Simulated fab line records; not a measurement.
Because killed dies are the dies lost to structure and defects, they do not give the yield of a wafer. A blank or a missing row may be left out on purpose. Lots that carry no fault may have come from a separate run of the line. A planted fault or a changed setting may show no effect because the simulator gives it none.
Code-filled problem report in 8D (eight disciplines) form / flow gf180mcu / the parts of the form that need people (team, actions taken, sign-off) are left out

== 1. PROBLEM STATEMENT ==
Wafers without a fault read 399.5 nm, standard deviation 2.3; cdNm at GF_PSD_CD_MEAS_07 reads a mean of 412.2 nm on 12 wafers belonging to 4 lots. Measured from the usual mean, that is +5.5 standard deviations.
The step: target cd 400 nm.
Seen first at day 17 12:27 on cdSem-02, wafer L296.1. The record holds 42 wafers of 14 lots with a number at this step. By rule, "out" or "out of limits" means more than 4 standard deviations away from the usual mean. The other wafers with a number count as sound.

== 2. WHAT IT IS AND WHAT IT IS NOT ==
question=which readings at this step | is=cdNm | is not=-
question=which lots | is=L295, L296, L297, L298 | is not=L288, L289, L290, L291, L293, L294, L299, L306, L308, L310
question=which wafers of those lots | is=all that have a number | is not=-
question=read on which gauges | is=cdSem-01, cdSem-02 | is not=-
question=when | is=from day 17 12:27 | is not=up to then (18 sound wafers); but 12 sound wafers of L299, L306, L308, L310 came after

== 3. SUSPECTS, AND WHAT RULES EACH OUT ==
Counting: a tool at any process step up to the reading remains a suspect when it ran all the lots that are out and ran no sound lot after the first of those.
- the gauge at GF_PSD_CD_MEAS_07 is ruled out. 2 gauges (cdSem-01, cdSem-02) read the wafers that are out.
- ilineStepper-01 at GF_PSD_EXPOSE_04 (exposes mask Pplus, target cd 400 nm): kept. Every lot that is out went through it, starting with L296 (day 17 01:01), and after that it ran no sound lot; the last sound lot it ran before then is L294 (day 16 11:08). Out on those wafers are its own readings of exposureDoseMJCm2.
Left after counting: ilineStepper-01 at GF_PSD_EXPOSE_04.

== 4. THE CAUSE (what the simulator had put in) ==
Process parameters drifting: ilineStepper-01 at GF_PSD_EXPOSE_04, beginning at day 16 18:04. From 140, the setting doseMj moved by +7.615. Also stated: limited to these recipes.
Counting left only this tool.

== 5. THE CHAIN OF EFFECTS, in route order ==
Each row: a reading where the mean over the struck wafers with a number is more than 3 standard deviations away from the usual. Only readings whose record carries a usual standard deviation are examined. hours: median over the lots of the time between each lot's start at the first step of this table that gives one and its start at this step. sigmas: the change, counted in usual standard deviations.
hours=0; step=GF_PSD_EXPOSE_04; reading=exposureDoseMJCm2; usual=139.15; on struck wafers=146.12; change=+6.97; sigmas=+41
hours=11; step=GF_PSD_CD_MEAS_07; reading=cdNm; usual=399.5 nm; on struck wafers=412.2; change=+12.7; sigmas=+5.5
It contains these process steps:
- GF_PSD_EXPOSE_04: exposes mask Pplus, target cd 400 nm.
Later steps that measure or inspect, where all struck wafers having a row at the step show a number for every such reading and not one has moved that far: GF_CONTACT_BOW_MEAS_05.

== 6. WHAT WOULD HAVE CAUGHT IT SOONER ==
Counted from the fault's start at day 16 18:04, it took 18 hours until the first out-of-limits reading at a measuring or inspecting step in this record, taken at day 17 12:27.
The tool's own readings at GF_PSD_EXPOSE_04 were out on every struck wafer that the step has a row for (exposureDoseMJCm2): an alarm limit on them would have fired on the first of those.
L298, from the lots that are out (4), started GF_PSD_EXPOSE_04 on ilineStepper-01 later than day 17 12:27. Holding the tool at that time would have saved it.
